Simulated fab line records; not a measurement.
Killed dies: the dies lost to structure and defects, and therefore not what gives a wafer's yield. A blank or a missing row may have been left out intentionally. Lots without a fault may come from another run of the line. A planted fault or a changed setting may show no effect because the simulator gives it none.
The tool behind it: which one? | flow sky130 | 11 lots, 33 wafers sampled, at 3 steps of a route of 708

WHAT THE GAUGES SHOWED, per wafer
SKY_VIA1_RS_MEAS_22: uses a four-point probe to measure.
lot  | measured     | on            | VIA1_W_RS (ohm/sq)
L168 | day 34 00:52 | film metro-01 | 0.428 0.431 0.431
L169 | day 34 10:07 | film metro-02 | 0.419 0.427 0.420
L171 | day 35 04:30 | film metro-01 | 0.427 0.421 0.424
L173 | day 35 05:07 | film metro-03 | 0.433 0.431 0.438
L179 | day 37 13:26 | film metro-01 | 0.425 0.425 0.426
L180 | day 37 20:38 | film metro-01 | 0.394 0.388 0.392
L181 | day 38 01:26 | film metro-03 | 0.396 0.394 0.396
L182 | day 38 12:56 | film metro-03 | 0.400 0.401 0.397
L184 | day 38 19:17 | film metro-02 | 0.429 0.427 0.429
L189 | day 40 14:19 | film metro-02 | 0.419 0.419 0.428
L190 | day 40 16:34 | film metro-02 | 0.431 0.431 0.426

TOOL THAT RAN EACH LOT (tool first, then ch and the chambers of the sampled wafers, then the start)
lot  | SKY_METAL1_SPUTTER_03        | SKY_VIA1_CVD_21
L168 | pvd sputter-03, day 31 17:02 | cvd w-02 ch 0,1, day 34 00:46
L169 | pvd sputter-01, day 32 03:05 | cvd w-01 ch 0,1, day 34 10:01
L171 | pvd sputter-04, day 32 22:26 | cvd w-01 ch 0,1, day 35 04:23
L173 | pvd sputter-01, day 32 22:29 | cvd w-02 ch 0,1, day 35 05:01
L179 | pvd sputter-01, day 35 06:46 | cvd w-02 ch 0,1, day 37 13:19
L180 | pvd sputter-04, day 35 14:37 | cvd w-02 ch 1, day 37 20:28
L181 | pvd sputter-01, day 35 18:41 | cvd w-02 ch 1, day 38 01:15
L182 | pvd sputter-01, day 36 05:40 | cvd w-02 ch 0,1, day 38 12:50
L184 | pvd sputter-03, day 36 12:37 | cvd w-01 ch 0,1, day 38 19:12
L189 | pvd sputter-03, day 38 09:26 | cvd w-01 ch 0,1, day 40 14:14
L190 | pvd sputter-03, day 38 12:02 | cvd w-01 ch 0,1, day 40 16:29
- SKY_METAL1_SPUTTER_03: material Ti, target thk 5 nm, time 3.3 s.
- SKY_VIA1_CVD_21: deposits W, target thk 270 nm, time 80.902 s.

THE ANSWER, worked out from the rows above alone
Rule: the lots themselves supply what counts as usual. The widest of any qualifying gaps counts: lots, ordered by their means at a reading, are off when they make up no more than a third of the lots, leave a main group of 4 or more, and stand apart from it by 3 or more times the standard deviation of that group's means. The tables above print the reading to a certain number of digits; a main group whose means all agree to those digits is not used. Also off: a lot with no number at a reading for which 4 or more lots have one. All remaining lots with rows at the step are treated as sound.
Off: L180, L181, L182, seen at SKY_VIA1_RS_MEAS_22 (VIA1_W_RS). Mean 0.427 ohm/sq and standard deviation 0.004 in the main group.
If a tool, at a process step before that reading, ran all the lots that are off and no sound lot after the first of them, it fits. Gauges at SKY_VIA1_RS_MEAS_22: tried the same way as those tools. One fits: cvd w-02 at SKY_VIA1_CVD_21. Its last sound lot is L179 (day 37 13:19), its first lot that is off L180 (day 37 20:28): a fault that began between those two fits.

WHAT HAD BEEN PUT IN BY THE SIMULATOR
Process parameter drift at SKY_VIA1_CVD_21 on cvd w-02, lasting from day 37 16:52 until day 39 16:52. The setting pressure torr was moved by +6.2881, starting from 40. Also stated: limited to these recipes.
Lots struck among those shown: L180, L181, L182. The rule above found the same.
